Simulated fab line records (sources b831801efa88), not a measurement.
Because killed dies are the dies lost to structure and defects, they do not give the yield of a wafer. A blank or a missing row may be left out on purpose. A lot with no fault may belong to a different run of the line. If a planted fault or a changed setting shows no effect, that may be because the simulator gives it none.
fab line records | flow sky130
[record] lots = 7 | wafers = 21 | last-day = 50
route steps=708 shown DNWELL@41 PWDE@45 PAD_OPEN@708
lots that met no fault: from a run of the same line without faults
start-h: the number of hours between the record's first day and the start of the first shown wafer of the lot | wait-h: hours from the lot's prior step to this one | " identical to the entry in the row above | L1.1+2: one row covering several wafers at once | - value missing, or start not given | * or withheld: withheld | < > ~ a bound
route shown NAME@n: a module of which the file shows steps, and the number in the route of the first | usual: mean and standard deviation over wafers with no fault | same: alike in all rows | chamber/n: place in a boat | sites: per-site readings | _std_site: the values' standard deviation | _edge_site: mean of outer sites minus mean of inner sites | radius-mm: how far each site lies from the wafer's centre | mask NAME#n: copy n | behind: the most recent tool/chamber to have shaped the wafer | hold: why the lot was held/for how many hours/how that ended | device: the transistor (n, p or np) that didn't switch | end of line: at the end of the route, the tests of the same wafers | for a step that has no rows: nothing shown but its recipe | killed: dies lost to structure and defects at the first sort, not the wafer's yield | map: the dies of a wafer, with x for killed, . for not killed, _ for no die there
set.NAME: the run value of the setting; set.NAME@STEP: its run value at that earlier step | model.NAME: the simulator's own value behind a step, which no gauge read
certain route steps with their lots: each step a table, each wafer a row
services: the hour from which a tool's chamber was out of use, counted from the record's first day as start-h (under 0 if before that day), plus the number of hours and why
[[steps]]
[step SKY_DNWELL_DEVELOP_06]
[recipe] wall-angle-deg = 90 | developer = TMAH | develop-time-s = 60 | dev-temp-c = 23
[step SKY_DNWELL_IMPLANT_07]
[recipe] species = P | energy-kev = withheld | dose-cm2 = withheld | tilt-deg = withheld
[step SKY_DNWELL_STRIP_08]
[recipe] chemistry = O2/N2 | power-w = 1400 | pressure-mtorr = 1500 | platen-temp-c = withheld | o2-flow-sccm = 3000 | n2-flow-sccm = 300 | overash-fraction = 0.5
[usual] drypump-motor-current-A = 6.04/0.21 | oes-product-au = 0.722/0.0049 | strip-time-to-endpoint-s = 36.86/0.11
lot.wafer | tool            | chamber | start-h | wait-h | drypump-motor-current-A | oes-product-au | rf-hours-counter-h | strip-time-to-endpoint-s
L356.1    | plasma-asher-01 | 0       | 69.34   | 0.1    | 6.09                    | 0.718          | 24                 | 36.90
L356.5    | "               | 0       | "       | "      | 6.08                    | 0.723          | -                  | 36.84
L356.6    | "               | 1       | "       | "      | 6.20                    | 0.714          | -                  | 36.86
L361.1    | plasma-asher-02 | 1       | 95.93   | 0.1    | 6.25                    | 0.725          | 41                 | 36.90
L361.2    | "               | 0       | "       | "      | 6.01                    | 0.722          | 41                 | 36.91
L361.3    | "               | 0       | "       | "      | 6.02                    | 0.728          | -                  | 37.05
L364.2    | plasma-asher-02 | 1       | 114.56  | 0.1    | 6.25                    | 0.720          | 43                 | 36.80
L364.3    | "               | 1       | "       | "      | 6.25                    | 0.724          | -                  | 36.91
L364.5    | "               | 1       | "       | "      | 6.25                    | 0.728          | -                  | 36.91
L365.1    | plasma-asher-02 | 1       | 123.21  | 0.1    | 6.26                    | 0.716          | 44                 | 36.89
L365.5    | "               | 1       | "       | "      | 6.26                    | 0.728          | -                  | 36.88
L365.6    | "               | 0       | "       | "      | 6.01                    | 0.723          | -                  | 36.88
L366.2    | plasma-asher-02 | 0       | 127.71  | 0.1    | 5.99                    | 0.717          | 45                 | 36.81
L366.5    | "               | 0       | "       | "      | 6.02                    | 0.726          | -                  | 36.80
L366.6    | "               | 1       | "       | "      | 6.27                    | 0.717          | -                  | 36.82
L369.3    | plasma-asher-04 | 1       | 138.96  | 0.1    | 5.66                    | 0.714          | -                  | 36.80
L369.4    | "               | 0       | "       | "      | 6.07                    | 0.720          | -                  | 36.73
L369.6    | "               | 0       | "       | "      | 6.07                    | 0.728          | -                  | 36.73
L376.2    | plasma-asher-04 | 1       | 175.76  | 0.1    | 5.65                    | 0.720          | 6                  | 36.79
L376.4    | "               | 1       | "       | "      | 5.66                    | 0.722          | -                  | 36.71
L376.5    | "               | 0       | "       | "      | 6.13                    | 0.724          | -                  | 36.82
[step SKY_DNWELL_TW_MEAS_09]
[usual] DNWELL_TW = 1108/8.8
lot.wafer | tool          | chamber | start-h | wait-h | DNWELL_TW
L356.1    | film-metro-01 | -       | 69.44   | 0.1    | 1103
L356.5    | "             | -       | "       | "      | 1097
L356.6    | "             | -       | "       | "      | 1105
L361.1    | film-metro-02 | -       | 96.03   | 0.1    | 1100
L361.2    | "             | -       | "       | "      | 1103
L361.3    | "             | -       | "       | "      | 1106
L364.2    | film-metro-02 | -       | 114.67  | 0.1    | 1100
L364.3    | "             | -       | "       | "      | 1099
L364.5    | "             | -       | "       | "      | 1106
L365.1    | film-metro-02 | -       | 123.31  | 0.1    | 1101
L365.5    | "             | -       | "       | "      | 1096
L365.6    | "             | -       | "       | "      | 1100
L366.2    | film-metro-04 | -       | 127.82  | 0.1    | 1124
L366.5    | "             | -       | "       | "      | 1120
L366.6    | "             | -       | "       | "      | 1121
L369.3    | film-metro-04 | -       | 139.05  | 0.1    | 1122
L369.4    | "             | -       | "       | "      | 1116
L369.6    | "             | -       | "       | "      | 1118
L376.2    | film-metro-04 | -       | 175.87  | 0.1    | 1112
L376.4    | "             | -       | "       | "      | 1111
L376.5    | "             | -       | "       | "      | 1112
[step SKY_PWDE_DEHYDRATE_00]
[recipe] temp-c = 200 | time-s = 60
[step SKY_PWDE_HMDS_01]
[recipe] prime-time-s = 60 | prime-temp-c = 120
[step SKY_PWDE_COAT_02]
[recipe] spin-rpm = 2000 | resist-thk-nm = 3000
[step SKY_PWDE_SOFTBAKE_03]
[recipe] temp-c = 110 | time-s = withheld
[step SKY_PWDE_EXPOSE_04]
[recipe] mask-id = PWDEM | na = 0.6 | source-shape = conventional | sigma-outer = 0.6 | polarization = unpolarized | target-cd-nm = 840 | dose-mj = 214
[step SKY_PWDE_PEB_05]
[recipe] temp-c = 115 | time-s = withheld
[step SKY_PWDE_DEVELOP_06]
[recipe] wall-angle-deg = 90 | developer = TMAH | develop-time-s = 60 | dev-temp-c = 23
[step SKY_PWDE_OVL_MEAS_07]
[usual] PWDE_OVL = -0.4/1.6
lot.wafer | tool       | chamber | start-h | wait-h | PWDE_OVL[nm]
L356.1    | overlay-02 | -       | 85.46   | -      | 0.4
L356.5    | "          | -       | "       | "      | 0.5
L356.6    | "          | -       | "       | "      | 0.0
L361.1    | overlay-02 | -       | 112.84  | -      | -2.3
L361.2    | "          | -       | "       | "      | -3.4
L361.3    | "          | -       | "       | "      | -2.9
L364.2    | overlay-01 | -       | 133.47  | -      | -0.9
L364.3    | "          | -       | "       | "      | -0.9
L364.5    | "          | -       | "       | "      | 1.6
L365.1    | overlay-02 | -       | 141.26  | -      | -3.6
L365.5    | "          | -       | "       | "      | -1.4
L365.6    | "          | -       | "       | "      | -0.3
L366.2    | overlay-01 | -       | 146.73  | -      | 1.9
L366.5    | "          | -       | "       | "      | 0.0
L366.6    | "          | -       | "       | "      | 0.8
L369.3    | overlay-01 | -       | 158.03  | -      | -2.3
L369.4    | "          | -       | "       | "      | -2.4
L369.6    | "          | -       | "       | "      | -2.0
L376.2    | overlay-02 | -       | 197.12  | -      | -3.1
L376.4    | "          | -       | "       | "      | -1.6
L376.5    | "          | -       | "       | "      | 0.3
[step SKY_PWDE_IMPLANT_08]
[recipe] species = B | energy-kev = 150 | dose-cm2 = 3.6e+12 | tilt-deg = withheld
[usual] beam-energy-keV = 150.01/0.047
lot.wafer | tool         | chamber | start-h | wait-h | beam-energy-keV | model.implant.rp-nm | model.implant.drp-nm
L356.1    | implanter-01 | 0       | 85.50   | 0.0    | 149.93          | 446.7               | 97.97
L356.5    | "            | 0       | "       | "      | 149.90          | 446.7               | 97.97
L356.6    | "            | 0       | "       | "      | 149.96          | 446.7               | 97.97
L361.1    | implanter-01 | 0       | 112.88  | 0.0    | 149.99          | 439.6               | 97.97
L361.2    | "            | 0       | "       | "      | 150.03          | 439.6               | 97.97
L361.3    | "            | 0       | "       | "      | 150.00          | 439.6               | 97.97
L364.2    | implanter-01 | 0       | 133.52  | 0.0    | 139.54          | 413.9               | 95.34
L364.3    | "            | 0       | "       | "      | 139.49          | 413.9               | 95.34
L364.5    | "            | 0       | "       | "      | 139.50          | 413.9               | 95.34
L365.1    | implanter-01 | 0       | 141.30  | 0.0    | 139.38          | 402.9               | 95.34
L365.5    | "            | 0       | "       | "      | 139.54          | 402.9               | 95.34
L365.6    | "            | 0       | "       | "      | 139.54          | 402.9               | 95.34
L366.2    | implanter-01 | 0       | 146.78  | 0.0    | 139.52          | 416.6               | 95.34
L366.5    | "            | 0       | "       | "      | 139.55          | 416.6               | 95.34
L366.6    | "            | 0       | "       | "      | 139.51          | 416.6               | 95.34
L369.3    | implanter-02 | 0       | 158.11  | 0.1    | 149.98          | 420                 | 97.97
L369.4    | "            | 0       | "       | "      | 149.95          | 420                 | 97.97
L369.6    | "            | 0       | "       | "      | 150.03          | 420                 | 97.97
L376.2    | implanter-03 | 0       | 197.17  | 0.0    | 150.04          | 440.5               | 97.97
L376.4    | "            | 0       | "       | "      | 150.08          | 440.5               | 97.97
L376.5    | "            | 0       | "       | "      | 150.01          | 440.5               | 97.97
[step SKY_PWDE_STRIP_09]
[recipe] chemistry = O2/N2 | power-w = 1400 | pressure-mtorr = 1500 | platen-temp-c = withheld | o2-flow-sccm = 3000 | n2-flow-sccm = 300 | overash-fraction = 0.5
[usual] drypump-motor-current-A = 6.01/0.26 | oes-product-au = 0.723/0.0045 | strip-time-to-endpoint-s = 36.91/0.1
lot.wafer | tool            | chamber | start-h | wait-h | drypump-motor-current-A | oes-product-au | rf-hours-counter-h | strip-time-to-endpoint-s
L356.1    | plasma-asher-03 | 0       | 85.65   | 0.1    | 6.15                    | 0.722          | 41                 | 36.82
L356.5    | "               | 0       | "       | "      | 6.17                    | 0.720          | -                  | 36.92
L356.6    | "               | 1       | "       | "      | 5.55                    | 0.723          | -                  | 36.89
L361.1    | plasma-asher-01 | 1       | 113.03  | 0.1    | 6.24                    | 0.727          | 29                 | 36.92
L361.2    | "               | 0       | "       | "      | 6.14                    | 0.728          | 29                 | 36.92
L361.3    | "               | 1       | "       | "      | 6.20                    | 0.725          | -                  | 36.77
L364.2    | plasma-asher-03 | 0       | 133.65  | 0.1    | 6.14                    | 0.722          | 46                 | 37.00
L364.3    | "               | 0       | "       | "      | 6.15                    | 0.725          | -                  | 36.92
L364.5    | "               | 1       | "       | "      | 5.54                    | 0.725          | -                  | 36.93
L365.1    | plasma-asher-03 | 0       | 141.45  | 0.1    | 6.17                    | 0.719          | 46                 | 36.72
L365.5    | "               | 1       | "       | "      | 5.52                    | 0.717          | -                  | 36.72
L365.6    | "               | 0       | "       | "      | 6.12                    | 0.723          | -                  | 36.72
L366.2    | plasma-asher-04 | 0       | 146.91  | 0.1    | 6.08                    | 0.724          | 3                  | 37.03
L366.5    | "               | 0       | "       | "      | 6.06                    | 0.723          | -                  | 36.95
L366.6    | "               | 1       | "       | "      | 5.67                    | 0.716          | -                  | 36.98
L369.3    | plasma-asher-01 | 1       | 158.24  | 0.1    | 6.20                    | 0.718          | -                  | 36.87
L369.4    | "               | 0       | "       | "      | 6.13                    | 0.729          | -                  | 36.85
L369.6    | "               | 1       | "       | "      | 6.20                    | 0.721          | -                  | 36.74
L376.2    | plasma-asher-01 | 1       | 197.30  | 0.1    | 6.24                    | 0.717          | 37                 | 36.95
L376.4    | "               | 1       | "       | "      | 6.23                    | 0.728          | -                  | 36.96
L376.5    | "               | 1       | "       | "      | 6.23                    | 0.730          | -                  | 37.05
[step SKY_PAD_OPEN_PROBE_99]
[usual] killed_at_M0_to_M3 = 42/6.1 | killed_at_M4_up = 3.1/1.7 | killed-at-contacts = 24/5.5 | killed-at-front-end = 16/4.1 | killed-at-other = 0.3/0.57 | killed-dies = 86/8.2 | killed-open = 47/6.8 | killed-short = 38/5.8
[same] gross-dies = 492 | killed-at-back-side = 0
lot.wafer | tool      | chamber | start-h | wait-h | killed_at_M0_to_M3 | killed_at_M4_up | killed-at-contacts | killed-at-front-end | killed-at-other | killed-dies | killed-open | killed-short | model.etest.res_p_drift_20v.line-ohm-um | model.etest.res_p_drift_20v.rs-ohm-sq
L356.1    | prober-01 | -       | 1095.60 | 0.1    | 48                 | 1               | 20                 | 16                  | 0               | 85          | 50          | 35           | 1.154e+04                               | 9643
L356.5    | prober-01 | -       | 1095.80 | 0.2    | 51                 | 7               | 27                 | 18                  | 0               | 103         | 51          | 52           | 1.153e+04                               | 9588
L356.6    | prober-01 | -       | 1095.85 | 0.2    | 41                 | 2               | 27                 | 17                  | 0               | 87          | 47          | 40           | 1.086e+04                               | 9007
L361.1    | prober-02 | -       | 1121.66 | 0.1    | 31                 | 5               | 32                 | 16                  | 1               | 85          | 47          | 38           | 1.157e+04                               | 9595
L361.2    | prober-02 | -       | 1121.71 | 0.1    | 34                 | 4               | 31                 | 14                  | 0               | 83          | 38          | 45           | 1.166e+04                               | 9713
L361.3    | prober-02 | -       | 1121.76 | 0.2    | 42                 | 7               | 27                 | 17                  | 1               | 94          | 48          | 46           | 1.142e+04                               | 9540
L364.2    | prober-01 | -       | 1145.26 | 0.1    | 43                 | 5               | 32                 | 16                  | 0               | 96          | 53          | 43           | 1.273e+04                               | 1.07e+04
L364.3    | prober-01 | -       | 1145.31 | 0.2    | 38                 | 4               | 29                 | 18                  | 0               | 89          | 47          | 41           | 1.456e+04                               | 1.222e+04
L364.5    | prober-01 | -       | 1145.41 | 0.2    | 53                 | 1               | 33                 | 19                  | 1               | 107         | 60          | 46           | 1.304e+04                               | 1.115e+04
L365.1    | prober-02 | -       | 1150.86 | 0.1    | 39                 | 1               | 28                 | 22                  | 0               | 90          | 55          | 34           | 1.632e+04                               | 1.373e+04
L365.5    | prober-02 | -       | 1151.06 | 0.2    | 43                 | 3               | 29                 | 17                  | 0               | 92          | 46          | 46           | 1.502e+04                               | 1.258e+04
L365.6    | prober-02 | -       | 1151.11 | 0.2    | 32                 | 1               | 22                 | 15                  | 1               | 71          | 39          | 32           | 1.282e+04                               | 1.076e+04
L366.2    | prober-01 | -       | 1153.79 | 0.1    | 38                 | 3               | 25                 | 21                  | 0               | 87          | 48          | 38           | 1.295e+04                               | 1.077e+04
L366.5    | prober-01 | -       | 1153.94 | 0.2    | 49                 | 2               | 22                 | 19                  | 0               | 92          | 48          | 43           | 1.378e+04                               | 1.153e+04
L366.6    | prober-01 | -       | 1153.99 | 0.2    | 44                 | 3               | 22                 | 11                  | 0               | 80          | 40          | 38           | 1.287e+04                               | 1.08e+04
L369.3    | prober-02 | -       | 1164.93 | 0.2    | 39                 | 6               | 21                 | 19                  | 0               | 85          | 51          | 34           | 1.269e+04                               | 1.066e+04
L369.4    | prober-02 | -       | 1164.98 | 0.2    | 49                 | 4               | 25                 | 18                  | 1               | 97          | 61          | 35           | 1.156e+04                               | 9680
L369.6    | prober-02 | -       | 1165.08 | 0.2    | 29                 | 2               | 28                 | 17                  | 0               | 76          | 41          | 34           | 1.406e+04                               | 1.175e+04
L376.2    | prober-01 | -       | 1196.86 | 0.1    | 40                 | 3               | 21                 | 11                  | 0               | 75          | 39          | 36           | 1.144e+04                               | 9429
L376.4    | prober-01 | -       | 1196.96 | 0.2    | 36                 | 1               | 24                 | 12                  | 2               | 75          | 49          | 25           | 1.121e+04                               | 9240
L376.5    | prober-01 | -       | 1197.01 | 0.2    | 40                 | 5               | 19                 | 21                  | 0               | 85          | 50          | 34           | 1.092e+04                               | 9024
// killed by level:class
L356.1 VIA1:geometric-particle:open=14 VIA2:geometric-particle:open=9 VIA3:geometric-particle:open=5 LOCAL_INTERCONNECT:geometric-particle:short=5 POLY_GATE:geometric-particle:open=5 LI_CONTACT:geometric-particle:open=5 METAL1:geometric-particle:short=5 FIELD_ISO:geometric-particle:open=4
L356.5 VIA1:geometric-particle:open=12 VIA2:geometric-particle:open=10 LI_CONTACT:geometric-particle:open=9 POLY_GATE:geometric-particle:short=7 LOCAL_INTERCONNECT:geometric-particle:short=7 METAL1:geometric-particle:short=7 METAL2:geometric-particle:short=6 METAL4:geometric-particle:short=6
L356.6 VIA1:geometric-particle:open=10 CONTACT:geometric-particle:open=9 LI_CONTACT:geometric-particle:open=6 VIA2:geometric-particle:open=6 LOCAL_INTERCONNECT:geometric-particle:short=5 FIELD_ISO:geometric-particle:open=4 POLY_GATE:geometric-particle:short=4 METAL2:geometric-particle:short=4
L361.1 CONTACT:geometric-particle:open=13 VIA1:geometric-particle:open=10 CONTACT:geometric-particle:short=8 POLY_GATE:geometric-particle:open=6 LI_CONTACT:geometric-particle:open=6 METAL4:geometric-particle:short=5 VIA1:geometric-particle:short=4 METAL2:geometric-particle:short=4
L361.2 CONTACT:geometric-particle:open=11 CONTACT:geometric-particle:short=8 VIA1:geometric-particle:open=7 LI_CONTACT:geometric-particle:open=5 LOCAL_INTERCONNECT:geometric-particle:short=5 METAL2:geometric-particle:short=5 FIELD_ISO:geometric-particle:short=4 VIA3:geometric-particle:open=4
L361.3 CONTACT:geometric-particle:open=9 VIA1:geometric-particle:open=9 VIA2:geometric-particle:open=7 FIELD_ISO:geometric-particle:open=5 LOCAL_INTERCONNECT:geometric-particle:short=5 METAL1:geometric-particle:short=5 VIA3:geometric-particle:open=5 FIELD_ISO:geometric-particle:short=4
L364.2 CONTACT:geometric-particle:open=12 LI_CONTACT:geometric-particle:open=8 METAL1:geometric-particle:short=7 VIA2:geometric-particle:open=6 VIA3:geometric-particle:open=6 VIA1:geometric-particle:short=5 VIA1:geometric-particle:open=5 POLY_GATE:geometric-particle:short=4
L364.3 CONTACT:geometric-particle:open=11 LI_CONTACT:geometric-particle:open=8 METAL1:geometric-particle:short=8 FIELD_ISO:geometric-particle:open=6 CONTACT:geometric-particle:short=6 VIA2:geometric-particle:open=6 VIA1:geometric-particle:open=5 VIA2:geometric-particle:short=5
L364.5 VIA1:geometric-particle:open=16 CONTACT:geometric-particle:open=12 CONTACT:geometric-particle:short=9 VIA1:geometric-particle:short=8 VIA2:geometric-particle:open=8 LI_CONTACT:geometric-particle:open=7 FIELD_ISO:geometric-particle:open=6 FIELD_ISO:geometric-particle:short=6
L365.1 FIELD_ISO:geometric-particle:open=9 LI_CONTACT:geometric-particle:open=9 CONTACT:geometric-particle:open=8 VIA1:geometric-particle:open=8 VIA3:geometric-particle:open=7 FIELD_ISO:geometric-particle:short=6 VIA2:geometric-particle:open=6 METAL1:geometric-particle:short=5
L365.5 CONTACT:geometric-particle:open=12 VIA1:geometric-particle:open=9 LOCAL_INTERCONNECT:geometric-particle:short=6 VIA2:geometric-particle:open=6 VIA3:geometric-particle:short=6 POLY_GATE:geometric-particle:short=4 POLY_GATE:geometric-particle:open=4 LI_CONTACT:geometric-particle:open=4
L365.6 CONTACT:geometric-particle:open=9 VIA1:geometric-particle:open=8 VIA2:geometric-particle:open=6 LI_CONTACT:geometric-particle:open=5 FIELD_ISO:geometric-particle:short=4 FIELD_ISO:geometric-particle:open=4 POLY_GATE:geometric-particle:short=4 CONTACT:geometric-particle:short=4
L366.2 CONTACT:geometric-particle:open=8 FIELD_ISO:geometric-particle:open=6 LI_CONTACT:geometric-particle:open=6 METAL2:geometric-particle:short=6 CONTACT:geometric-particle:short=6 VIA3:geometric-particle:open=5 VIA1:geometric-particle:short=5 VIA1:geometric-particle:open=5
L366.5 VIA1:geometric-particle:open=13 CONTACT:geometric-particle:open=11 METAL1:geometric-particle:short=9 METAL2:geometric-particle:short=8 VIA2:geometric-particle:open=7 POLY_GATE:geometric-particle:short=6 LI_CONTACT:geometric-particle:open=6 FIELD_ISO:geometric-particle:open=4
L366.6 VIA3:geometric-particle:open=10 VIA1:geometric-particle:open=9 LOCAL_INTERCONNECT:geometric-particle:short=7 METAL2:geometric-particle:short=7 CONTACT:geometric-particle:short=6 CONTACT:geometric-particle:open=5 LI_CONTACT:geometric-particle:open=4 METAL1:geometric-particle:short=4
L369.3 VIA1:geometric-particle:open=15 LI_CONTACT:geometric-particle:open=7 CONTACT:geometric-particle:open=6 VIA3:geometric-particle:open=6 LOCAL_INTERCONNECT:geometric-particle:short=5 VIA1:geometric-particle:short=5 VIA2:geometric-particle:open=5 METAL4:geometric-particle:short=5
L369.4 VIA1:geometric-particle:open=22 CONTACT:geometric-particle:open=11 FIELD_ISO:geometric-particle:short=7 LOCAL_INTERCONNECT:geometric-particle:short=5 VIA3:geometric-particle:open=5 VIA2:geometric-particle:open=5 CONTACT:geometric-particle:short=4 FIELD_ISO:geometric-particle:open=3
L369.6 LI_CONTACT:geometric-particle:open=8 CONTACT:geometric-particle:open=7 VIA1:geometric-particle:open=6 LOCAL_INTERCONNECT:geometric-particle:short=5 POLY_GATE:geometric-particle:short=4 POLY_GATE:geometric-particle:open=4 METAL2:geometric-particle:short=4 VIA2:geometric-particle:short=4
L376.2 VIA1:geometric-particle:open=11 CONTACT:geometric-particle:open=7 METAL2:geometric-particle:short=6 LI_CONTACT:geometric-particle:open=5 VIA3:geometric-particle:short=5 POLY_GATE:geometric-particle:short=4 LI_CONTACT:geometric-particle:short=4 LOCAL_INTERCONNECT:geometric-particle:short=3
L376.4 CONTACT:geometric-particle:open=14 VIA2:geometric-particle:open=11 VIA1:geometric-particle:open=9 FIELD_ISO:geometric-particle:open=5 LI_CONTACT:geometric-particle:short=5 VIA3:geometric-particle:open=4 CONTACT:geometric-particle:short=3 METAL2:geometric-particle:short=3
L376.5 VIA1:geometric-particle:open=10 POLY_GATE:geometric-particle:open=9 VIA2:geometric-particle:open=8 VIA3:geometric-particle:open=6 LI_CONTACT:geometric-particle:open=6 POLY_GATE:geometric-particle:short=4 LI_CONTACT:geometric-particle:short=4 CONTACT:geometric-particle:short=4
[[services]]
tool            | chamber | start-h | hours | kind
plasma-asher-04 | -       | 92.50   | 2.8   | pm
plasma-asher-04 | -       | 108.75  | 9.0   | pm
plasma-asher-04 | 0       | 108.75  | 9.0   | vent-cycle
plasma-asher-04 | 1       | 108.75  | 9.0   | vent-cycle
implanter-01    | -       | 116.14  | 5.4   | repair
implanter-03    | -       | 117.05  | 2.8   | repair
plasma-asher-04 | 0       | 117.75  | -     | clean
plasma-asher-04 | 1       | 117.75  | -     | clean
plasma-asher-01 | -       | 120.76  | 2.7   | repair
implanter-02    | -       | 133.37  | 5.3   | pm
plasma-asher-03 | -       | 141.95  | 10.9  | repair
plasma-asher-04 | -       | 144.42  | 1.5   | repair
implanter-02    | -       | 149.79  | 3.3   | repair
plasma-asher-03 | -       | 179.16  | 2.8   | pm
[[key]]
[first-sign] step = SKY_PWDE_IMPLANT_08 | reading = beam-energy-keV | direction = down | sigmas = 99+ | usual = * | struck = *
effect none on later readings
[model-effect] step = SKY_PWDE_IMPLANT_08 | value = implant.rp-nm | without = 435.2 | struck = 411.1
[model-effect] step = SKY_PAD_OPEN_PROBE_99 | value = etest.res_p_drift_20v.line-ohm-um | without = 1.148e+04 | struck = 1.379e+04
met-at SKY_PWDE_IMPLANT_08
struck-wafers L364.2,L364.3,L364.5,L365.1,L365.5,L365.6,L366.2,L366.5,L366.6
tester-left-out L364,L365,L366
onset-between 112.88 133.52
[fault] kind = process-parameter-drift | tool = implanter-01 | chamber = - | onset-h = 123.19 | steps = SKY_PWDE_IMPLANT_08 | channel = energy-kev | offset = * | shape = step | end-h = 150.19 | acts-in = * | stated = *
// tester-left-out: of these lots the tester's yield and bins aren't shown, on N5 and GAA mostly nor the transistor test; their killed dies are dies lost to structure and defects alone, not to doping, threshold or leakage, so they don't give the yield
